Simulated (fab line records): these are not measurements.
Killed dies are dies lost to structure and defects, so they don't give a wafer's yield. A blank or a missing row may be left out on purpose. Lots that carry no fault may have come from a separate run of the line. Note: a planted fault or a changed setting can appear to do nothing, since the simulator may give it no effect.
Lot-split experiment / flow sky130 / on a route of 708 steps: 5 lots, 23 wafers read

== ABOUT THE SPLIT ==
At SKY_SD_P_EXPOSE_04 (exposes mask PSDM, target cd 380 nm), the setting dose mj was moved away from the recipe's 138 on 5 of the 23 wafers read, by +3.7% to +7.5%. The other wafers ran this setting at the recipe's value.

== FROM THE SPLIT TO THE READING: what the file shows between them, 2 steps ==
- SKY_SD_P_PEB_05
- SKY_SD_P_DEVELOP_06: develop time 60 s

== THE READING ==
cd nm, in nm, at SKY_SD_P_CD_MEAS_07 (target cd 380 nm). Fault-free wafers of this fab line usually give 380.7 nm, standard deviation 1.8 nm.

wafer=L074.1; tool, chamber at the split=iline stepper-01, 0; dose mj as run=138; against the recipe=recipe; cd nm, nm=381.1; against lot-mates on the recipe=-
wafer=L074.2; tool, chamber at the split=iline stepper-01, 0; dose mj as run=138; against the recipe=recipe; cd nm, nm=382.3; against lot-mates on the recipe=-
wafer=L074.3; tool, chamber at the split=iline stepper-01, 0; dose mj as run=138; against the recipe=recipe; cd nm, nm=380.2; against lot-mates on the recipe=-
wafer=L074.4; tool, chamber at the split=iline stepper-01, 0; dose mj as run=138; against the recipe=recipe; cd nm, nm=382.8; against lot-mates on the recipe=-
wafer=L074.6; tool, chamber at the split=iline stepper-01, 0; dose mj as run=138; against the recipe=recipe; cd nm, nm=381.9; against lot-mates on the recipe=-
wafer=L077.1; tool, chamber at the split=iline stepper-02, 0; dose mj as run=138; against the recipe=recipe; cd nm, nm=384.3; against lot-mates on the recipe=-
wafer=L077.2; tool, chamber at the split=iline stepper-02, 0; dose mj as run=138; against the recipe=recipe; cd nm, nm=383.6; against lot-mates on the recipe=-
wafer=L077.3; tool, chamber at the split=iline stepper-02, 0; dose mj as run=148.3; against the recipe=+7.5%; cd nm, nm=401.9; against lot-mates on the recipe=+18.5
wafer=L077.4; tool, chamber at the split=iline stepper-02, 0; dose mj as run=148.3; against the recipe=+7.5%; cd nm, nm=402.7; against lot-mates on the recipe=+19.3
wafer=L077.5; tool, chamber at the split=iline stepper-02, 0; dose mj as run=138; against the recipe=recipe; cd nm, nm=382.3; against lot-mates on the recipe=-
wafer=L079.1; tool, chamber at the split=iline stepper-01, 0; dose mj as run=138; against the recipe=recipe; cd nm, nm=385.2; against lot-mates on the recipe=-
wafer=L079.4; tool, chamber at the split=iline stepper-01, 0; dose mj as run=138; against the recipe=recipe; cd nm, nm=380.8; against lot-mates on the recipe=-
wafer=L079.5; tool, chamber at the split=iline stepper-01, 0; dose mj as run=138; against the recipe=recipe; cd nm, nm=381.8; against lot-mates on the recipe=-
wafer=L080.1; tool, chamber at the split=iline stepper-01, 0; dose mj as run=143.1; against the recipe=+3.7%; cd nm, nm=395.0; against lot-mates on the recipe=+13.9
wafer=L080.2; tool, chamber at the split=iline stepper-01, 0; dose mj as run=143.1; against the recipe=+3.7%; cd nm, nm=392.1; against lot-mates on the recipe=+11.0
wafer=L080.4; tool, chamber at the split=iline stepper-01, 0; dose mj as run=138; against the recipe=recipe; cd nm, nm=381.1; against lot-mates on the recipe=-
wafer=L080.5; tool, chamber at the split=iline stepper-01, 0; dose mj as run=138; against the recipe=recipe; cd nm, nm=381.1; against lot-mates on the recipe=-
wafer=L080.6; tool, chamber at the split=iline stepper-01, 0; dose mj as run=143.1; against the recipe=+3.7%; cd nm, nm=392.6; against lot-mates on the recipe=+11.5
wafer=L085.1; tool, chamber at the split=iline stepper-01, 0; dose mj as run=138; against the recipe=recipe; cd nm, nm=379.0; against lot-mates on the recipe=-
wafer=L085.2; tool, chamber at the split=iline stepper-01, 0; dose mj as run=138; against the recipe=recipe; cd nm, nm=380.3; against lot-mates on the recipe=-
wafer=L085.3; tool, chamber at the split=iline stepper-01, 0; dose mj as run=138; against the recipe=recipe; cd nm, nm=376.6; against lot-mates on the recipe=-
wafer=L085.4; tool, chamber at the split=iline stepper-01, 0; dose mj as run=138; against the recipe=recipe; cd nm, nm=379.0; against lot-mates on the recipe=-
wafer=L085.6; tool, chamber at the split=iline stepper-01, 0; dose mj as run=138; against the recipe=recipe; cd nm, nm=379.6; against lot-mates on the recipe=-

THE FIT
A straight line over all 23 wafers: cd nm changes by +2.91 nm for each +1% of dose mj; r = +0.96; the points scatter about the line by 2 nm.
The same after taking each lot's own level away (the mean of its wafers on the recipe; 23 wafers): +2.71 nm for each +1%; r = +0.98; scatter 1.5 nm.
On that fit, the largest move of dose mj shifts the reading by 20 nm.
From 378.90 to 383.40 nm: that is the span of the lots' own levels, equal to 2.5 times the standard deviation above.
Hence the lot-to-lot level has little effect on the slope; both slopes agree.
Check: with one of the wafers moved furthest among these (+7.5%) left out of the fit, the line predicts +21.5 nm for it against its lot-mates. Against them it came out at +18.5 nm.

== ADDITIONAL SPLITS CARRIED BY THESE WAFERS ==
These wafers also went through other splits before the reading. Each is held against what the fit with the lots' levels taken away leaves over:
other split on the same wafers=SKY_LDD_HVN_IMPLANT_08 dose cm2; wafers away from the commonest value=4; r with cd nm (lot level and that fit taken away)=+0.00
other split on the same wafers=SKY_LDD_HVP_COAT_02 spin rpm; wafers away from the commonest value=8; r with cd nm (lot level and that fit taken away)=-0.24
other split on the same wafers=SKY_LDD_LDN_COAT_02 resist thk nm; wafers away from the commonest value=6; r with cd nm (lot level and that fit taken away)=-0.24
other split on the same wafers=SKY_LDD_LDN_IMPLANT_11 dose cm2; wafers away from the commonest value=7; r with cd nm (lot level and that fit taken away)=-0.11

== FILE'S OWN FIT ==
cd nm changes by +2.68 nm for each +1% of dose mj, r = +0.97.
